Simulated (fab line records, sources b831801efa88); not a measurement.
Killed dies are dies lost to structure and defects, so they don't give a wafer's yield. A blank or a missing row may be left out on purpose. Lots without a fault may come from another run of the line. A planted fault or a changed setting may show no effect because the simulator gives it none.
fab line records | flow sky130 | part 1 of 2: steps 1 to 43 of 44
record lots=6 wafers=18 last_day=49
route steps=708 shown VIA3@591 METAL4@598 CAP2M@603 PAD_OPEN@708
lots that met no fault: from a run of the same line without faults
start_h: hours from the record's first day to the start of the lot's first wafer shown | wait_h: hours since the lot's step before | " the same as in the row above | L1.1+2: a row that stands for several wafers | - no value, or no start given | * or withheld: withheld | < > ~ a bound
route shown NAME@n: a module of which the file shows steps, and the number in the route of the first | usual: mean/standard deviation of fault-free wafers | same: alike in all rows | chamber/n: place in a boat | sites: the reading at each site | _std_site: their standard deviation | _edge_site: outer sites' mean less inner sites' | radius_mm: how far each site lies from the wafer's centre | mask NAME#n: copy n | behind: the tool/chamber that last shaped the wafer | hold: why the lot was held/for how many hours/how that ended | device: the transistor (n, p or np) that didn't switch | end of line: the same wafers' tests at the end of the route | a step without rows: its recipe alone | killed: dies lost to structure and defects at the first sort, not the wafer's yield | map: a wafer's dies, x killed, . not, _ none there
set.NAME: the setting as run; set.NAME@STEP: as run at that earlier step | model.NAME: the simulator's own value behind a step, which no gauge read
lots at some steps of the route; a table a step, a row a wafer
services: from which hour (start_h, from the record's first day; less than 0 if before it) a tool's chamber was out of use, for how many hours, and why
## steps
# step SKY_VIA3_CLEAN_18
# recipe chemistry=IPA time_s=180 temp_c=25
# step SKY_VIA3_CLEAN_19
# recipe chemistry=O3/DIW dry=n2_spin
# step SKY_VIA3_SPUTTER_20
# recipe material=TiN target_thk_nm=20 chamber_pressure_pa=5 power_w=4000 time_s=80
# usual chamber_pressure_pa=4.999/0.0098 throttle_valve_pct=29.9/1.2
# columns lot.wafer tool chamber start_h wait_h chamber_pressure_pa throttle_valve_pct
L240.3 pvd_sputter-01 - 1002.87 0.0 5.005 28.6
L240.4 " - " " 4.997 31.4
L240.5 " - " " 5.010 28.9
L241.1 pvd_sputter-03 - 1013.43 0.0 4.986 30.7
L241.2 " - " " 4.999 28.8
L241.4 " - " " 4.992 29.0
L244.2 pvd_sputter-02 - 1025.58 0.0 5.007 29.8
L244.3 " - " " 5.005 29.7
L244.4 " - " " 4.996 31.5
L245.1 pvd_sputter-01 - 1031.24 0.0 4.990 28.8
L245.2 " - " " 4.996 31.2
L245.6 " - " " 5.007 29.0
L248.1 pvd_sputter-02 - 1057.06 0.0 5.001 30.0
L248.3 " - " " 4.998 31.3
L248.4 " - " " 4.994 27.9
L249.2 pvd_sputter-02 - 1058.58 0.0 4.998 27.8
L249.5 " - " " 5.013 30.4
L249.6 " - " " 5.014 28.0
# step SKY_VIA3_CVD_21
# recipe material=W target_thk_nm=390 time_s=117.31 temp_c=400 pressure_torr=40
# step SKY_VIA3_RS_MEAS_22
# recipe thk_meas_gauge=four-point-probe reads=W_of_VIA3_CVD_21+TiN_of_VIA3_SPUTTER_20
# usual VIA3_W_RS=0.2937/0.0029
# columns lot.wafer tool chamber start_h wait_h VIA3_W_RS[ohm/sq]
L240.3 film_metro-02 - 1003.09 0.1 0.2916
L240.4 " - " " 0.2974
L240.5 " - " " 0.2965
L241.1 film_metro-02 - 1013.62 0.1 0.2927
L241.2 " - " " 0.2962
L241.4 " - " " 0.2925
L244.2 film_metro-03 - 1025.79 0.1 0.2935
L244.3 " - " " 0.2933
L244.4 " - " " 0.2912
L245.1 film_metro-02 - 1031.43 0.1 0.2984
L245.2 " - " " 0.2907
L245.6 " - " " 0.2982
L248.1 film_metro-03 - 1057.24 0.1 0.2903
L248.3 " - " " 0.2917
L248.4 " - " " 0.2918
L249.2 film_metro-04 - 1058.78 0.1 0.2896
L249.5 " - " " 0.2893
L249.6 " - " " 0.2884
# step SKY_VIA3_THK_MEAS_23
# recipe thk_meas_gauge=xrf reads=W_of_VIA3_CVD_21
# usual VIA3_W_THK=408/8
# columns lot.wafer tool chamber start_h wait_h VIA3_W_THK[nm]
L240.3 film_metro-02 - 1003.19 0.1 416
L240.4 " - " " 409
L240.5 " - " " 410
L241.1 film_metro-02 - 1013.74 0.1 414
L241.2 " - " " 407
L241.4 " - " " 413
L244.2 film_metro-03 - 1025.90 0.1 411
L244.3 " - " " 415
L244.4 " - " " 417
L245.1 film_metro-02 - 1031.55 0.1 406
L245.2 " - " " 418
L245.6 " - " " 406
L248.1 film_metro-03 - 1057.36 0.1 417
L248.3 " - " " 410
L248.4 " - " " 412
L249.2 film_metro-04 - 1058.89 0.1 404
L249.5 " - " " 408
L249.6 " - " " 408
# step SKY_VIA3_CMP_24
# recipe stop_on=SiO2 t_overpolish_s=20 down_force_psi=3.5 platen_rpm=60 target_thk_nm=0 pad_velocity_m_s=0.94248
# step SKY_METAL4_SPUTTER_00
# recipe material=Ti target_thk_nm=15 power_w=3000 time_s=10 chamber_pressure_pa=0.4
# usual chamber_pressure_pa=0.3999/0.00082 throttle_valve_pct=30.6/1.1
# columns lot.wafer tool chamber start_h wait_h chamber_pressure_pa throttle_valve_pct
L240.3 pvd_sputter-04 - 1003.53 0.1 0.3984 30.9
L240.4 " - " " 0.4005 29.9
L240.5 " - " " 0.3995 32.5
L241.1 pvd_sputter-04 - 1014.10 0.2 0.3999 31.2
L241.2 " - " " 0.3990 29.8
L241.4 " - " " 0.3988 31.0
L244.2 pvd_sputter-02 - 1026.50 0.1 0.3989 31.2
L244.3 " - " " 0.4005 30.2
L244.4 " - " " 0.3997 27.9
L245.1 pvd_sputter-03 - 1032.11 0.2 0.3995 31.6
L245.2 " - " " 0.4005 31.0
L245.6 " - " " 0.3994 31.4
L248.1 pvd_sputter-02 - 1057.72 0.2 0.3998 27.9
L248.3 " - " " 0.4000 29.6
L248.4 " - " " 0.3997 31.4
L249.2 pvd_sputter-02 - 1059.24 0.1 0.3982 30.1
L249.5 " - " " 0.4009 28.0
L249.6 " - " " 0.3999 29.9
# step SKY_METAL4_SPUTTER_01
# recipe material=TiN target_thk_nm=20 power_w=6500 time_s=16.7 chamber_pressure_pa=0.4
# usual chamber_pressure_pa=0.4000/0.00083 throttle_valve_pct=30.6/1.1
# columns lot.wafer tool chamber start_h wait_h chamber_pressure_pa throttle_valve_pct
L240.3 pvd_sputter-04 - 1003.55 0.0 0.4002 30.8
L240.4 " - " " 0.3997 30.1
L240.5 " - " " 0.3992 32.8
L241.1 pvd_sputter-04 - 1014.12 0.0 0.3997 31.6
L241.2 " - " " 0.4003 29.8
L241.4 " - " " 0.4004 30.7
L244.2 pvd_sputter-02 - 1026.53 0.0 0.4010 31.4
L244.3 " - " " 0.4022 29.9
L244.4 " - " " 0.4006 28.0
L245.1 pvd_sputter-03 - 1032.14 0.0 0.4008 31.6
L245.2 " - " " 0.3984 30.9
L245.6 " - " " 0.4004 31.5
L248.1 pvd_sputter-02 - 1057.75 0.0 0.4006 28.1
L248.3 " - " " 0.4011 30.0
L248.4 " - " " 0.4011 31.4
L249.2 pvd_sputter-02 - 1059.26 0.0 0.3992 30.1
L249.5 " - " " 0.4001 28.1
L249.6 " - " " 0.4013 29.7
# step SKY_METAL4_SPUTTER_02
# recipe material=AlCu target_thk_nm=735 power_w=10600 time_s=39.1 chamber_pressure_pa=0.4
# step SKY_METAL4_SPUTTER_03
# recipe material=Ti target_thk_nm=5 power_w=3000 time_s=3.3 chamber_pressure_pa=0.4
# step SKY_METAL4_SPUTTER_04
# recipe material=TiN target_thk_nm=70 power_w=6500 time_s=58.3 chamber_pressure_pa=0.4
# step SKY_CAP2M_CVD_00
# recipe material=SiO2 target_thk_nm=15.5 temp_c=400 time_s=withheld rf_w=450
# usual heater_power_w=735/100
# columns lot.wafer tool chamber start_h wait_h heater_power_w model.SiO2_of_CAP2M_CVD_00.thk_nm
L240.3 pecvd-04 2 1003.69 0.0 707 15.2
L240.4 " 1 " " 824 15.27
L240.5 " 2 " " 722 15.19
L241.1 pecvd-01 1 1014.25 0.0 654 15.24
L241.2 " 0 " " 592 15.2
L241.4 " 0 " " 601 15.34
L244.2 pecvd-01 2 1026.66 0.0 849 9.281
L244.3 " 0 " " 584 9.351
L244.4 " 2 " " 827 9.086
L245.1 pecvd-02 1 1032.27 0.0 727 15.3
L245.2 " 2 " " 684 15.45
L245.6 " 0 " " 891 15.4
L248.1 pecvd-01 2 1057.88 0.0 850 8.793
L248.3 " 0 " " 586 9.044
L248.4 " 2 " " 835 8.99
L249.2 pecvd-04 2 1059.40 0.0 653 15.37
L249.5 " 2 " " 652 15.79
L249.6 " 0 " " 838 15.37
# step SKY_CAP2M_THK_MEAS_01
# recipe reads=SiO2_of_CAP2M_CVD_00
# usual CAP2M_CVD_00_THK=15.48/0.24
# columns lot.wafer tool chamber start_h wait_h CAP2M_CVD_00_THK[nm]
L240.3 film_metro-02 - 1003.73 - 15.19
L240.4 " - " " 15.31
L240.5 " - " " 15.22
L241.1 film_metro-02 - 1014.27 - 15.27
L241.2 " - " " 15.20
L241.4 " - " " 15.37
L244.2 film_metro-02 - 1026.69 - 9.27
L244.3 " - " " 9.35
L244.4 " - " " 9.09
L245.1 film_metro-03 - 1032.29 - 15.29
L245.2 " - " " 15.44
L245.6 " - " " 15.36
L248.1 film_metro-03 - 1057.90 - 8.78
L248.3 " - " " 9.08
L248.4 " - " " 8.96
L249.2 film_metro-02 - 1059.43 - 15.36
L249.5 " - " " 15.80
L249.6 " - " " 15.34
# step SKY_CAP2M_SPUTTER_02
# recipe material=TiN target_thk_nm=200 temp_c=300 power_w=6500 time_s=166.7 chamber_pressure_pa=0.4
# usual chamber_pressure_pa=0.4000/0.00082 throttle_valve_pct=30.2/1.2
# columns lot.wafer tool chamber start_h wait_h chamber_pressure_pa throttle_valve_pct
L240.3 pvd_sputter-03 - 1003.77 0.0 0.4013 31.1
L240.4 " - " " 0.3996 29.2
L240.5 " - " " 0.4010 31.0
L241.1 pvd_sputter-01 - 1014.33 0.1 0.4002 31.5
L241.2 " - " " 0.3994 28.8
L241.4 " - " " 0.3986 28.9
L244.2 pvd_sputter-03 - 1026.74 0.0 0.4002 31.3
L244.3 " - " " 0.4009 31.2
L244.4 " - " " 0.4008 31.5
L245.1 pvd_sputter-01 - 1032.35 0.1 0.3997 29.1
L245.2 " - " " 0.3995 28.7
L245.6 " - " " 0.3998 31.5
L248.1 pvd_sputter-01 - 1057.96 0.1 0.3998 28.4
L248.3 " - " " 0.3998 31.5
L248.4 " - " " 0.4000 29.0
L249.2 pvd_sputter-03 - 1059.48 0.0 0.4004 28.8
L249.5 " - " " 0.3998 31.7
L249.6 " - " " 0.4026 29.2
# step SKY_CAP2M_RS_MEAS_03
# recipe thk_meas_gauge=four-point-probe reads=TiN_of_CAP2M_SPUTTER_02
# usual CAP2M_TIN_RS=6.95/0.069
# columns lot.wafer tool chamber start_h wait_h CAP2M_TIN_RS[ohm/sq]
L240.3 film_metro-03 - 1003.92 0.1 6.89
L240.4 " - " " 6.87
L240.5 " - " " 6.83
L241.1 film_metro-01 - 1014.44 0.1 6.90
L241.2 " - " " 6.98
L241.4 " - " " 6.92
L244.2 film_metro-03 - 1026.87 0.1 6.93
L244.3 " - " " 6.98
L244.4 " - " " 6.96
L245.1 film_metro-01 - 1032.46 0.1 6.89
L245.2 " - " " 7.04
L245.6 " - " " 6.93
L248.1 film_metro-01 - 1058.07 0.1 6.98
L248.3 " - " " 6.92
L248.4 " - " " 6.85
L249.2 film_metro-02 - 1059.61 0.1 6.94
L249.5 " - " " 6.88
L249.6 " - " " 6.96
# step SKY_CAP2M_THK_MEAS_04
# recipe thk_meas_gauge=xrf reads=TiN_of_CAP2M_SPUTTER_02
# usual CAP2M_TIN_THK=199.1/2.2
# columns lot.wafer tool chamber start_h wait_h CAP2M_TIN_THK[nm]
L240.3 film_metro-03 - 1004.02 0.1 199.7
L240.4 " - " " 200.0
L240.5 " - " " 201.8
L241.1 film_metro-01 - 1014.56 0.1 201.9
L241.2 " - " " 201.0
L241.4 " - " " 202.5
L244.2 film_metro-03 - 1026.98 0.1 199.6
L244.3 " - " " 197.9
L244.4 " - " " 199.1
L245.1 film_metro-01 - 1032.58 0.1 202.6
L245.2 " - " " 198.8
L245.6 " - " " 200.8
L248.1 film_metro-01 - 1058.19 0.1 198.2
L248.3 " - " " 200.1
L248.4 " - " " 201.6
L249.2 film_metro-02 - 1059.72 0.1 199.5
L249.5 " - " " 201.3
L249.6 " - " " 200.4
# step SKY_CAP2M_DEHYDRATE_05
# recipe temp_c=200 time_s=60
# step SKY_CAP2M_HMDS_06
# recipe prime_time_s=60 prime_temp_c=120
# step SKY_CAP2M_COAT_07
# recipe resist=NOVOLAK spin_rpm=3000 resist_thk_nm=1140
# step SKY_CAP2M_SOFTBAKE_08
# recipe temp_c=90 time_s=60 resist=NOVOLAK
# step SKY_CAP2M_EXPOSE_09
# recipe mask_id=CAP2M na=0.6 source_shape=conventional sigma_outer=0.6 polarization=unpolarized target_cd_nm=1000 dose_mj=159
# step SKY_CAP2M_PEB_10
# recipe temp_c=withheld time_s=* resist=NOVOLAK
# step SKY_CAP2M_DEVELOP_11
# recipe resist=NOVOLAK developer=TMAH develop_time_s=60 dev_temp_c=23
# step SKY_CAP2M_OVL_MEAS_12
# usual CAP2M_OVL=-0.2/1.4
# columns lot.wafer tool chamber start_h wait_h CAP2M_OVL[nm]
L240.3 overlay-01 - 1026.74 0.1 -0.3
L240.4 " - " " -1.6
L240.5 " - " " 0.2
L241.1 overlay-02 - 1036.99 0.1 2.4
L241.2 " - " " 0.8
L241.4 " - " " 1.2
L244.2 overlay-02 - 1049.24 0.1 0.7
L244.3 " - " " -1.6
L244.4 " - " " -1.1
L245.1 overlay-02 - 1053.97 0.1 -1.1
L245.2 " - " " 1.7
L245.6 " - " " 0.0
L248.1 overlay-01 - 1079.63 0.1 -2.1
L248.3 " - " " -1.5
L248.4 " - " " -1.1
L249.2 overlay-02 - 1080.83 0.1 -0.6
L249.5 " - " " -0.5
L249.6 " - " " 0.0
# step SKY_CAP2M_METAL_ETCH_13
# recipe target_depth_nm=220 stop_on=SiO2 chemistry=Cl2/BCl3 target=TiN pressure_mtorr=10 icp_w=900 bias_w=48.5 Cl2_flow_sccm=60 bcl3_flow_sccm=30 time_s=62.9
# step SKY_CAP2M_STRIP_14
# recipe chemistry=O2/N2 power_w=1400 pressure_mtorr=1500 platen_temp_c=withheld o2_flow_sccm=3000 n2_flow_sccm=300 overash_fraction=0.5
# step SKY_CAP2M_STRIP_15
# recipe chemistry=post_etch_residue_remover time_s=1200 temp_c=72.5
# step SKY_CAP2M_CLEAN_16
# recipe chemistry=IPA time_s=180 temp_c=25
# step SKY_CAP2M_CLEAN_17
# recipe chemistry=O3/DIW dry=n2_spin
# step SKY_METAL4_DEHYDRATE_05
# recipe temp_c=200 time_s=60
# step SKY_METAL4_HMDS_06
# recipe prime_time_s=60 prime_temp_c=120
# step SKY_METAL4_COAT_07
# recipe resist=BARC temp_c=withheld time_s=withheld spin_rpm=3000 resist_thk_nm=60.65
# step SKY_METAL4_COAT_08
# recipe resist=KrF-thick spin_rpm=3000 resist_thk_nm=1140
# step SKY_METAL4_SOFTBAKE_09
# recipe temp_c=100 time_s=90 resist=KrF-thick
# step SKY_METAL4_EXPOSE_10
# recipe mask_id=MM4 na=0.68 source_shape=annular sigma_inner=0.4 sigma_outer=0.8 target_cd_nm=300 dose_mj=28
# step SKY_METAL4_PEB_11
# recipe peb_temp_c=withheld peb_time_s=withheld resist=KrF-thick
# step SKY_METAL4_DEVELOP_12
# recipe develop_time_s=60 resist=KrF-thick dev_temp_c=21
# step SKY_METAL4_CD_MEAS_13
# recipe target_cd_nm=300
# usual cd_nm=299.8/1.3
# columns lot.wafer tool chamber start_h wait_h cd_nm
L240.3 cd_sem-01 - 1050.32 - 301.2
L240.4 " - " " 302.2
L240.5 " - " " 302.6
L241.1 cd_sem-01 - 1058.88 - 299.6
L241.2 " - " " 300.6
L241.4 " - " " 299.6
L244.2 cd_sem-02 - 1071.08 - 302.1
L244.3 " - " " 302.6
L244.4 " - " " 301.5
L245.1 cd_sem-02 - 1076.48 - 299.4
L245.2 " - " " 300.2
L245.6 " - " " 299.7
L248.1 cd_sem-02 - 1101.68 - 299.2
L248.3 " - " " 299.6
L248.4 " - " " 300.1
L249.2 cd_sem-02 - 1102.40 - 300.3
L249.5 " - " " 302.0
L249.6 " - " " 301.2
# step SKY_METAL4_OVL_MEAS_14
# usual METAL4_OVL=-1/5.2
# columns lot.wafer tool chamber start_h wait_h METAL4_OVL[nm]
L240.3 overlay-01 - 1050.41 0.1 8
L240.4 " - " " 2
L240.5 " - " " 2
L241.1 overlay-02 - 1059.00 0.1 1
L241.2 " - " " -11
L241.4 " - " " -3
L244.2 overlay-02 - 1071.19 0.1 -10
L244.3 " - " " 8
L244.4 " - " " -1
L245.1 overlay-02 - 1076.60 0.1 10
L245.2 " - " " -1
L245.6 " - " " -3
L248.1 overlay-02 - 1101.80 0.1 1
L248.3 " - " " 1
L248.4 " - " " 2
L249.2 overlay-01 - 1102.50 0.1 -3
L249.5 " - " " -5
L249.6 " - " " 1
# step SKY_METAL4_DESCUM_15
# recipe chemistry=O2 source_power_w=150 bias_power_w=0 pressure_mtorr=10 temp_c=40 time_s=8
# step SKY_METAL4_ETCH_16
# recipe chemistry=N2/H2 target=BARC ion_energy_ev=200 bias_w=100 pressure_mtorr=30 n2_flow_sccm=100 h2_flow_sccm=200 icp_w=500 stop_on=SiO2 time_s=88.2 target_depth_a=600
# usual drypump_motor_current_A=5.6/0.34 oes_product_au=0.628/0.0042 throttle_valve_pct=13.205/0.0097
# columns lot.wafer tool chamber start_h wait_h drypump_motor_current_A oes_product_au rf_hours_counter_h throttle_valve_pct
L240.3 rie_metal-01 0 1050.50 0.0 5.4 0.625 - 13.209
L240.4 " 1 " " 5.4 0.629 - 13.204
L240.5 " 1 " " 5.4 0.635 - 13.206
L241.1 rie_metal-02 1 1059.07 0.0 5.8 0.632 8 13.208
L241.2 " 0 " " 5.0 0.632 25 13.209
L241.4 " 0 " " 5.0 0.630 - 13.210
L244.2 rie_metal-04 0 1071.25 0.0 6.1 0.618 14 13.214
L244.3 " 1 " " 5.7 0.626 - 13.195
L244.4 " 0 " " 6.1 0.630 - 13.219
L245.1 rie_metal-01 0 1076.67 0.0 5.4 0.624 12 13.199
L245.2 " 1 " " 5.4 0.628 3 13.219
L245.6 " 0 " " 5.4 0.627 - 13.208
L248.1 rie_metal-02 1 1101.87 0.0 5.8 0.625 12 13.186
L248.3 " 0 " " 5.0 0.631 - 13.204
L248.4 " 1 " " 5.8 0.625 - 13.216
L249.2 rie_metal-04 1 1102.57 0.0 5.7 0.626 16 13.210
L249.5 " 0 " " 6.1 0.625 - 13.197
L249.6 " 1 " " 5.7 0.624 - 13.193
# step SKY_METAL4_ETCH_17
# recipe target=SiO2 stop_on=TiN chemistry=C4F8/O2/Ar source_w=1500 bias_w=1200 pressure_mtorr=40 c4f8_flow_sccm=withheld O2_flow_sccm=6 Ar_flow_sccm=300 time_s=3.9 target_depth_a=150
# usual oes_product_au=0.754/0.0074
# columns lot.wafer tool chamber start_h wait_h oes_product_au rf_hours_counter_h model.etch.depth_nm
L240.3 rie_diel-04 3 1050.56 0.0 0.756 13 15.2
L240.4 " 0 " " 0.757 17 15.27
L240.5 " 1 " " 0.748 - 15.19
L241.1 rie_diel-01 1 1059.16 0.1 0.743 19 15.24
L241.2 " 0 " " 0.754 29 15.2
L241.4 " 0 " " 0.753 - 15.34
L244.2 rie_diel-01 1 1071.35 0.1 0.605 19 9.281
L244.3 " 0 " " 0.605 29 9.351
L244.4 " 3 " " 0.593 0 9.086
L245.1 rie_diel-01 2 1076.76 0.1 0.747 14 15.3
L245.2 " 1 " " 0.757 19 15.45
L245.6 " 1 " " 0.750 - 15.4
L248.1 rie_diel-04 3 1101.96 0.1 0.591 15 8.793
L248.3 " 2 " " 0.598 17 9.044
L248.4 " 0 " " 0.601 19 8.99
L249.2 rie_diel-04 1 1102.66 0.1 0.749 20 15.37
L249.5 " 2 " " 0.763 - 15.79
L249.6 " 3 " " 0.755 - 15.37
## key
first_sign step=SKY_CAP2M_THK_MEAS_01 reading=CAP2M_CVD_00_THK direction=down sigmas=27 usual=15.48 struck=9.09
effect step=SKY_METAL4_ETCH_17 reading=oes_product_au direction=down sigmas=21 usual=0.754 struck=0.599
model_effect step=SKY_CAP2M_CVD_00 value=SiO2_of_CAP2M_CVD_00.thk_nm without=15.48 struck=9.091
model_effect step=SKY_METAL4_ETCH_17 value=etch.depth_nm without=15.48 struck=9.091
model_effect step=SKY_PAD_OPEN_PROBE_99 value=etest.tester.sort_n_pass without=406.5 struck=0
met_at SKY_CAP2M_CVD_00
struck_wafers L244.2,L244.3,L244.4,L248.1,L248.3,L248.4
onset_between 1014.25 1026.66
fault kind=process_parameter_drift tool=pecvd-01 chamber=- onset_h=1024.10 steps=SKY_CAP2M_CVD_00 channel=target_thk_nm offset=-6.4036 shape=step end_h=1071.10 acts_in=these_recipes_only stated=15.5
